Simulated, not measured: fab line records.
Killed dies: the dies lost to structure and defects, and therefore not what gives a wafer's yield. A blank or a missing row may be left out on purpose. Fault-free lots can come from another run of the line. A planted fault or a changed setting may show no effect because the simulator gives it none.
Chamber matching + flow sky130 + rie_diel-02 running SKY_LI_CONTACT_ETCH_14: 4 sister chambers
The step etches BARC in N2/H2, stops on SiO2, time 45.9 s, target depth 60 nm. 14 wafers are shown with their chamber, then 7 later ones without.

== WAFERS PAIRED WITH THEIR CHAMBERS ==
| wafer  | chamber | drypump_motor_current_A (A) | oes_product_au (a.u.) | throttle_valve_pct (%) |
|--------|---------|-----------------------------|-----------------------|------------------------|
| L496.1 | 1       | 5.8                         | 0.853                 | 13.211                 |
| L496.2 | 0       | 5.0                         | 0.858                 | 13.223                 |
| L496.3 | 2       | 5.1                         | 0.854                 | 13.226                 |
| L497.2 | 3       | 6.2                         | 0.850                 | 13.226                 |
| L497.5 | 2       | 5.1                         | 0.848                 | 13.231                 |
| L497.6 | 1       | 5.7                         | 0.854                 | 13.205                 |
| L498.2 | 1       | 5.8                         | 0.860                 | 13.232                 |
| L498.4 | 2       | 5.1                         | 0.848                 | 13.225                 |
| L498.6 | 3       | 6.2                         | 0.855                 | 13.230                 |
| L502.2 | 0       | 5.0                         | 0.855                 | 13.225                 |
| L502.5 | 1       | 5.8                         | 0.863                 | 13.229                 |
| L502.6 | 0       | 5.0                         | 0.859                 | 13.223                 |
| L503.4 | 1       | 5.7                         | 0.853                 | 13.239                 |
| L503.5 | 1       | 5.8                         | 0.860                 | 13.231                 |

SIGNATURES (averages over the wafers above)
| reading                 | chamber 0 | chamber 1 | chamber 2 | chamber 3 | scatter within a chamber |
|-------------------------|-----------|-----------|-----------|-----------|--------------------------|
| drypump_motor_current_A | 5.000     | 5.767     | 5.100     | 6.200     | 0.0365                   |
| oes_product_au          | 0.85733   | 0.85717   | 0.85000   | 0.85250   | 0.00374                  |
| throttle_valve_pct      | 13.22367  | 13.22450  | 13.22733  | 13.22800  | 0.00961                  |
Rule: for a wafer and a chamber, the distance is found by dividing, reading by reading, the gap between the wafer's reading and the chamber's mean by the reading's scatter, squaring, summing and taking the root. The wafer belongs to the nearest chamber; if the next one is less than 2 further off, it can't be placed. The scatter: the root of (the sum of the squares of (reading less its chamber's mean) over the shown wafers, divided by (wafers less chambers)).

== WAFERS MISSING THEIR CHAMBER ==
| wafer  | drypump_motor_current_A (A) | oes_product_au (a.u.) | throttle_valve_pct (%) |
|--------|-----------------------------|-----------------------|------------------------|
| L503.6 | 5.0                         | 0.853                 | 13.230                 |
| L508.2 | 5.7                         | 0.855                 | 13.228                 |
| L508.3 | 5.0                         | 0.859                 | 13.214                 |
| L508.6 | 6.2                         | 0.861                 | 13.227                 |
| L512.1 | 6.2                         | 0.860                 | 13.229                 |
| L512.5 | 6.2                         | 0.861                 | 13.211                 |
| L512.6 | 5.1                         | 0.855                 | 13.222                 |

== THE CHAMBER EACH PASSED THROUGH ==
| wafer  | from the rows above     | in truth |
|--------|-------------------------|----------|
| L503.6 | can't be placed: 0 or 2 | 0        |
| L508.2 | 1                       | 1        |
| L508.3 | 0                       | 0        |
| L508.6 | 3                       | 3        |
| L512.1 | 3                       | 3        |
| L512.5 | 3                       | 3        |
| L512.6 | can't be placed: 2 or 0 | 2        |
5 of 7 placed correctly. Can't be placed from these rows: 2 (the true chamber is among the candidates in 2). Number placed wrongly: 0.
